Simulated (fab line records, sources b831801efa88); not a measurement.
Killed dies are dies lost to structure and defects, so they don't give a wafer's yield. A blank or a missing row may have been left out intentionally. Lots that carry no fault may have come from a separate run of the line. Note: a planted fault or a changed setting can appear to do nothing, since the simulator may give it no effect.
Which tool was responsible? :: flow gf180mcu :: 11 lots, 33 wafers sampled, at 7 steps of a route of 602

== WHAT EACH GAUGE READ, for each wafer ==
GF_HV_LDD_TW_MEAS_50. Usual: HV_LDD_4_TW 563, standard deviation 3.9.
lot: L794
measured: day 12 12:24
on: filmMetro-01
HV_LDD_4_TW: 565 562 564
flag: 

lot: L795
measured: day 12 15:19
on: filmMetro-02
HV_LDD_4_TW: 569 567 567
flag: 

lot: L797
measured: day 13 07:52
on: filmMetro-04
HV_LDD_4_TW: 557 561 561
flag: 

lot: L798
measured: day 13 18:05
on: filmMetro-02
HV_LDD_4_TW: 565 564 562
flag: 

lot: L800
measured: day 14 10:40
on: filmMetro-04
HV_LDD_4_TW: 562 562 560
flag: 

lot: L806
measured: day 16 15:23
on: filmMetro-04
HV_LDD_4_TW: 556 556 562
flag: 

lot: L807
measured: day 17 03:00
on: filmMetro-02
HV_LDD_4_TW: 562 563 565
flag: 

lot: L808
measured: day 17 05:09
on: filmMetro-04
HV_LDD_4_TW: 564 563 561
flag: 

lot: L809
measured: day 17 19:05
on: filmMetro-04
HV_LDD_4_TW: 560 559 559
flag: 

lot: L812
measured: day 18 17:24
on: filmMetro-04
HV_LDD_4_TW: 560 562 562
flag: 

lot: L817
measured: day 20 08:21
on: filmMetro-04
HV_LDD_4_TW: 556 563 561
flag: 

GF_NSD_TW_MEAS_12. Usual: NSD_TW 4223, standard deviation 34.
lot: L794
measured: day 13 11:51
on: filmMetro-04
NSD_TW: 4203 4185 4178
flag: 

lot: L795
measured: day 13 14:05
on: filmMetro-03
NSD_TW: 4246 4242 4248
flag: 

lot: L797
measured: day 14 07:11
on: filmMetro-03
NSD_TW: 4255 4275 4276
flag: 

lot: L798
measured: day 14 16:14
on: filmMetro-03
NSD_TW: 4264 4251 4267
flag: 

lot: L800
measured: day 15 11:13
on: filmMetro-01
NSD_TW: 4233 4246 4237
flag: 

lot: L806
measured: day 17 17:03
on: filmMetro-04
NSD_TW: 4192 4204 4179
flag: 

lot: L807
measured: day 18 06:35
on: filmMetro-01
NSD_TW: 4264 4246 4241
flag: 

lot: L808
measured: day 18 07:19
on: filmMetro-01
NSD_TW: 4233 4250 4242
flag: 

lot: L809
measured: day 18 21:46
on: filmMetro-01
NSD_TW: 4261 4208 4267
flag: 

lot: L812
measured: day 19 20:25
on: filmMetro-04
NSD_TW: 4189 4193 4174
flag: 

lot: L817
measured: day 21 11:18
on: filmMetro-01
NSD_TW: 4232 4238 4257
flag: 

GF_PSD_TW_MEAS_11. Usual: PSD_TW 3147, standard deviation 24.
lot: L794
measured: day 14 07:40
on: filmMetro-04
PSD_TW: 3140 3134 3134
flag: 

lot: L795
measured: day 14 09:27
on: filmMetro-04
PSD_TW: 3155 3136 3144
flag: 

lot: L797
measured: day 15 04:13
on: filmMetro-04
PSD_TW: 3117 3135 3141
flag: 

lot: L798
measured: day 15 12:35
on: filmMetro-04
PSD_TW: 2808 2805 2811
flag: OFF

lot: L800
measured: day 16 09:12
on: filmMetro-03
PSD_TW: 2879 2874 2861
flag: OFF

lot: L806
measured: day 18 16:15
on: filmMetro-04
PSD_TW: 3143 3144 3144
flag: 

lot: L807
measured: day 19 06:42
on: filmMetro-04
PSD_TW: 3125 3130 3131
flag: 

lot: L808
measured: day 19 08:00
on: filmMetro-01
PSD_TW: 3175 3184 3167
flag: 

lot: L809
measured: day 19 22:19
on: filmMetro-04
PSD_TW: 3122 3122 3128
flag: 

lot: L812
measured: day 20 20:44
on: filmMetro-04
PSD_TW: 3115 3124 3133
flag: 

lot: L817
measured: day 22 11:03
on: filmMetro-01
PSD_TW: 3191 3174 3191
flag: 

GF_PSD_RS_MEAS_15: measures by four-point-probe. Usual: PSD_RS 108.59 ohm/sq, standard deviation 0.27.
lot: L794
measured: day 14 07:59
on: filmMetro-01
PSD_RS (ohm/sq): 108.41 108.26 108.61
flag: 

lot: L795
measured: day 14 09:46
on: filmMetro-03
PSD_RS (ohm/sq): 108.52 108.48 108.42
flag: 

lot: L797
measured: day 15 04:34
on: filmMetro-03
PSD_RS (ohm/sq): 108.69 108.37 108.85
flag: 

lot: L798
measured: day 15 12:55
on: filmMetro-03
PSD_RS (ohm/sq): 139.60 139.10 138.82
flag: OFF

lot: L800
measured: day 16 09:32
on: filmMetro-03
PSD_RS (ohm/sq): 138.92 138.53 138.38
flag: OFF

lot: L806
measured: day 18 16:34
on: filmMetro-04
PSD_RS (ohm/sq): 109.02 108.95 109.22
flag: 

lot: L807
measured: day 19 07:01
on: filmMetro-01
PSD_RS (ohm/sq): 108.75 108.82 108.91
flag: 

lot: L808
measured: day 19 08:20
on: filmMetro-04
PSD_RS (ohm/sq): 108.72 108.83 108.52
flag: 

lot: L809
measured: day 19 22:41
on: filmMetro-01
PSD_RS (ohm/sq): 108.70 108.50 108.52
flag: 

lot: L812
measured: day 20 21:05
on: filmMetro-04
PSD_RS (ohm/sq): 108.89 108.66 108.87
flag: 

lot: L817
measured: day 22 11:22
on: filmMetro-03
PSD_RS (ohm/sq): 108.48 108.77 109.10
flag: 

== TOOL THAT RAN EACH LOT (tool first, then ch and the chambers of the sampled wafers, then the start) ==
lot: L794
GF_HV_LDD_STRIP_49: plasmaAsher-04 ch 1, day 12 12:17
GF_PSD_IMPLANT_09: implanter-04 ch 0, day 14 07:26
GF_PSD_STRIP_10: plasmaAsher-03 ch 1, day 14 07:33

lot: L795
GF_HV_LDD_STRIP_49: plasmaAsher-04 ch 0,1, day 12 15:13
GF_PSD_IMPLANT_09: implanter-01 ch 0, day 14 09:13
GF_PSD_STRIP_10: plasmaAsher-03 ch 0,1, day 14 09:20

lot: L797
GF_HV_LDD_STRIP_49: plasmaAsher-03 ch 0,1, day 13 07:47
GF_PSD_IMPLANT_09: implanter-01 ch 0, day 15 04:00
GF_PSD_STRIP_10: plasmaAsher-03 ch 0,1, day 15 04:08

lot: L798
GF_HV_LDD_STRIP_49: plasmaAsher-04 ch 0,1, day 13 17:59
GF_PSD_IMPLANT_09: implanter-01 ch 0, day 15 12:21
GF_PSD_STRIP_10: plasmaAsher-04 ch 0,1, day 15 12:29

lot: L800
GF_HV_LDD_STRIP_49: plasmaAsher-01 ch 0,1, day 14 10:34
GF_PSD_IMPLANT_09: implanter-01 ch 0, day 16 08:59
GF_PSD_STRIP_10: plasmaAsher-02 ch 0,1, day 16 09:07

lot: L806
GF_HV_LDD_STRIP_49: plasmaAsher-04 ch 0,1, day 16 15:17
GF_PSD_IMPLANT_09: implanter-01 ch 0, day 18 16:00
GF_PSD_STRIP_10: plasmaAsher-02 ch 0,1, day 18 16:09

lot: L807
GF_HV_LDD_STRIP_49: plasmaAsher-04 ch 0,1, day 17 02:54
GF_PSD_IMPLANT_09: implanter-01 ch 0, day 19 06:27
GF_PSD_STRIP_10: plasmaAsher-03 ch 0,1, day 19 06:36

lot: L808
GF_HV_LDD_STRIP_49: plasmaAsher-01 ch 0,1, day 17 05:04
GF_PSD_IMPLANT_09: implanter-01 ch 0, day 19 07:47
GF_PSD_STRIP_10: plasmaAsher-04 ch 0,1, day 19 07:55

lot: L809
GF_HV_LDD_STRIP_49: plasmaAsher-04 ch 0,1, day 17 18:59
GF_PSD_IMPLANT_09: implanter-01 ch 0, day 19 22:04
GF_PSD_STRIP_10: plasmaAsher-03 ch 0,1, day 19 22:13

lot: L812
GF_HV_LDD_STRIP_49: plasmaAsher-03 ch 0,1, day 18 17:19
GF_PSD_IMPLANT_09: implanter-04 ch 0, day 20 20:31
GF_PSD_STRIP_10: plasmaAsher-03 ch 0,1, day 20 20:39

lot: L817
GF_HV_LDD_STRIP_49: plasmaAsher-03 ch 1, day 20 08:15
GF_PSD_IMPLANT_09: implanter-04 ch 0, day 22 10:48
GF_PSD_STRIP_10: plasmaAsher-04 ch 0,1, day 22 10:57
- GF_HV_LDD_STRIP_49: strips in O2/N2.
- GF_PSD_IMPLANT_09
- GF_PSD_STRIP_10: strips in O2/N2.

== WHAT THE TOOLS THEMSELVES READ (means of the sampled wafers that have a number; where no wafer has one, the mark that the record gives instead) ==
GF_HV_LDD_STRIP_49. Usual: drypumpMotorCurrentA 5.6 A, standard deviation 0.59; heaterPowerW 365 W, standard deviation 40; n2FlowSccm 299.8 sccm, standard deviation 1.2; oesProductAu 0.716 a.u., standard deviation 0.0051; stripTimeToEndpointS 12.66 s, standard deviation 0.042.
lot: L794
tool: plasmaAsher-04
drypumpMotorCurrentA (A): 6.2
heaterPowerW (W): 428
n2FlowSccm (sccm): 299.6
oesProductAu (a.u.): 0.717
stripTimeToEndpointS (s): 12.60
flag: 

lot: L795
tool: plasmaAsher-04
drypumpMotorCurrentA (A): 5.8
heaterPowerW (W): 408
n2FlowSccm (sccm): 300.7
oesProductAu (a.u.): 0.714
stripTimeToEndpointS (s): 12.64
flag: 

lot: L797
tool: plasmaAsher-03
drypumpMotorCurrentA (A): 5.1
heaterPowerW (W): 315
n2FlowSccm (sccm): 300.5
oesProductAu (a.u.): 0.715
stripTimeToEndpointS (s): 12.61
flag: 

lot: L798
tool: plasmaAsher-04
drypumpMotorCurrentA (A): 5.3
heaterPowerW (W): 389
n2FlowSccm (sccm): 299.3
oesProductAu (a.u.): 0.715
stripTimeToEndpointS (s): 12.71
flag: 

lot: L800
tool: plasmaAsher-01
drypumpMotorCurrentA (A): 5.9
heaterPowerW (W): 363
n2FlowSccm (sccm): 300.3
oesProductAu (a.u.): 0.717
stripTimeToEndpointS (s): 12.64
flag: 

lot: L806
tool: plasmaAsher-04
drypumpMotorCurrentA (A): 5.8
heaterPowerW (W): 413
n2FlowSccm (sccm): 299.2
oesProductAu (a.u.): 0.716
stripTimeToEndpointS (s): 12.68
flag: 

lot: L807
tool: plasmaAsher-04
drypumpMotorCurrentA (A): 5.8
heaterPowerW (W): 413
n2FlowSccm (sccm): 300.0
oesProductAu (a.u.): 0.720
stripTimeToEndpointS (s): 12.68
flag: 

lot: L808
tool: plasmaAsher-01
drypumpMotorCurrentA (A): 5.8
heaterPowerW (W): 360
n2FlowSccm (sccm): 300.6
oesProductAu (a.u.): 0.710
stripTimeToEndpointS (s): 12.60
flag: 

lot: L809
tool: plasmaAsher-04
drypumpMotorCurrentA (A): 5.7
heaterPowerW (W): 412
n2FlowSccm (sccm): 300.5
oesProductAu (a.u.): 0.716
stripTimeToEndpointS (s): 12.66
flag: 

lot: L812
tool: plasmaAsher-03
drypumpMotorCurrentA (A): 5.5
heaterPowerW (W): 326
n2FlowSccm (sccm): 299.2
oesProductAu (a.u.): 0.717
stripTimeToEndpointS (s): 12.65
flag: 

lot: L817
tool: plasmaAsher-03
drypumpMotorCurrentA (A): 4.7
heaterPowerW (W): 302
n2FlowSccm (sccm): 298.8
oesProductAu (a.u.): 0.715
stripTimeToEndpointS (s): 12.62
flag: 

GF_PSD_IMPLANT_09. Usual: beamEnergyKeV 40.000, standard deviation 0.011; doseIonsCm2 1.4998e+15, standard deviation 1.6e+12; endStationPressureTorr 1.17e-05 Torr, standard deviation 6.3e-07; faradayCurrentUA 8244, standard deviation 140.
lot: L794
tool: implanter-04
beamEnergyKeV: 40.006
doseIonsCm2: 1.4981e+15
endStationPressureTorr (Torr): 1.22e-05
faradayCurrentUA: 8268
flag: 

lot: L795
tool: implanter-01
beamEnergyKeV: 40.002
doseIonsCm2: 1.4980e+15
endStationPressureTorr (Torr): 1.21e-05
faradayCurrentUA: 8279
flag: 

lot: L797
tool: implanter-01
beamEnergyKeV: 40.003
doseIonsCm2: 1.5002e+15
endStationPressureTorr (Torr): 1.12e-05
faradayCurrentUA: 8211
flag: 

lot: L798
tool: implanter-01
beamEnergyKeV: 40.004
doseIonsCm2: 9.5047e+14
endStationPressureTorr (Torr): 9.60e-06
faradayCurrentUA: 5241
flag: OFF

lot: L800
tool: implanter-01
beamEnergyKeV: 40.017
doseIonsCm2: 9.4930e+14
endStationPressureTorr (Torr): 9.20e-06
faradayCurrentUA: 5222
flag: OFF

lot: L806
tool: implanter-01
beamEnergyKeV: 40.002
doseIonsCm2: 1.5000e+15
endStationPressureTorr (Torr): 1.22e-05
faradayCurrentUA: 8173
flag: 

lot: L807
tool: implanter-01
beamEnergyKeV: 39.993
doseIonsCm2: 1.5005e+15
endStationPressureTorr (Torr): 1.19e-05
faradayCurrentUA: 8125
flag: 

lot: L808
tool: implanter-01
beamEnergyKeV: 39.997
doseIonsCm2: 1.4993e+15
endStationPressureTorr (Torr): 1.24e-05
faradayCurrentUA: 8295
flag: 

lot: L809
tool: implanter-01
beamEnergyKeV: 39.997
doseIonsCm2: 1.5005e+15
endStationPressureTorr (Torr): 1.10e-05
faradayCurrentUA: 8346
flag: 

lot: L812
tool: implanter-04
beamEnergyKeV: 40.000
doseIonsCm2: 1.5012e+15
endStationPressureTorr (Torr): 1.21e-05
faradayCurrentUA: 8223
flag: 

lot: L817
tool: implanter-04
beamEnergyKeV: 40.004
doseIonsCm2: 1.5005e+15
endStationPressureTorr (Torr): 1.11e-05
faradayCurrentUA: 8284
flag: 

GF_PSD_STRIP_10. Usual: drypumpMotorCurrentA 5.5 A, standard deviation 0.6; heaterPowerW 359 W, standard deviation 42; n2FlowSccm 299.9 sccm, standard deviation 0.98; oesProductAu 0.592 a.u., standard deviation 0.0046; stripTimeToEndpointS 16.54 s, standard deviation 0.046.
lot: L794
tool: plasmaAsher-03
drypumpMotorCurrentA (A): 4.7
heaterPowerW (W): 302
n2FlowSccm (sccm): 299.4
oesProductAu (a.u.): 0.589
stripTimeToEndpointS (s): 16.56
flag: 

lot: L795
tool: plasmaAsher-03
drypumpMotorCurrentA (A): 5.1
heaterPowerW (W): 315
n2FlowSccm (sccm): 300.2
oesProductAu (a.u.): 0.594
stripTimeToEndpointS (s): 16.59
flag: 

lot: L797
tool: plasmaAsher-03
drypumpMotorCurrentA (A): 5.1
heaterPowerW (W): 316
n2FlowSccm (sccm): 301.0
oesProductAu (a.u.): 0.593
stripTimeToEndpointS (s): 16.60
flag: 

lot: L798
tool: plasmaAsher-04
drypumpMotorCurrentA (A): 5.3
heaterPowerW (W): 397
n2FlowSccm (sccm): 299.7
oesProductAu (a.u.): 0.624
stripTimeToEndpointS (s): 15.15
flag: OFF

lot: L800
tool: plasmaAsher-02
drypumpMotorCurrentA (A): 5.4
heaterPowerW (W): 358
n2FlowSccm (sccm): 300.0
oesProductAu (a.u.): 0.625
stripTimeToEndpointS (s): 15.26
flag: OFF

lot: L806
tool: plasmaAsher-02
drypumpMotorCurrentA (A): 5.4
heaterPowerW (W): 361
n2FlowSccm (sccm): 298.2
oesProductAu (a.u.): 0.590
stripTimeToEndpointS (s): 16.56
flag: 

lot: L807
tool: plasmaAsher-03
drypumpMotorCurrentA (A): 5.5
heaterPowerW (W): 330
n2FlowSccm (sccm): 300.8
oesProductAu (a.u.): 0.592
stripTimeToEndpointS (s): 16.55
flag: 

lot: L808
tool: plasmaAsher-04
drypumpMotorCurrentA (A): 5.3
heaterPowerW (W): 397
n2FlowSccm (sccm): 300.5
oesProductAu (a.u.): 0.591
stripTimeToEndpointS (s): 16.54
flag: 

lot: L809
tool: plasmaAsher-03
drypumpMotorCurrentA (A): 5.5
heaterPowerW (W): 330
n2FlowSccm (sccm): 300.4
oesProductAu (a.u.): 0.590
stripTimeToEndpointS (s): 16.49
flag: 

lot: L812
tool: plasmaAsher-03
drypumpMotorCurrentA (A): 5.1
heaterPowerW (W): 316
n2FlowSccm (sccm): 299.3
oesProductAu (a.u.): 0.593
stripTimeToEndpointS (s): 16.50
flag: 

lot: L817
tool: plasmaAsher-04
drypumpMotorCurrentA (A): 5.3
heaterPowerW (W): 399
n2FlowSccm (sccm): 299.9
oesProductAu (a.u.): 0.595
stripTimeToEndpointS (s): 16.57
flag: 

== THE ANSWER, worked out from the rows above alone ==
Rule: lot off if the mean of its wafers having a number is beyond 3 standard deviations from the usual mean. Also off: a lot with no number at a reading for which 4 or more lots have one. All remaining lots with rows at the step are treated as sound. First the gauges in route order, then the tools' own readings, where a lot's mean is used as printed above. At the first step where some lot is off, the reading lying furthest off is the one used; lots without a number count as furthest.
Off: at GF_PSD_TW_MEAS_11 (PSD_TW), L798, L800.
A tool fits if, at a process step before that reading, it ran every lot that is off, and no sound lot after the first of them. Not tried: the gauges at GF_PSD_TW_MEAS_11; whatever is off there is also off at GF_PSD_IMPLANT_09, on other tools, and gauge error can't account for it. Not one of the candidates tried fits.

== WHAT WAS PUT IN BY THE SIMULATOR ==
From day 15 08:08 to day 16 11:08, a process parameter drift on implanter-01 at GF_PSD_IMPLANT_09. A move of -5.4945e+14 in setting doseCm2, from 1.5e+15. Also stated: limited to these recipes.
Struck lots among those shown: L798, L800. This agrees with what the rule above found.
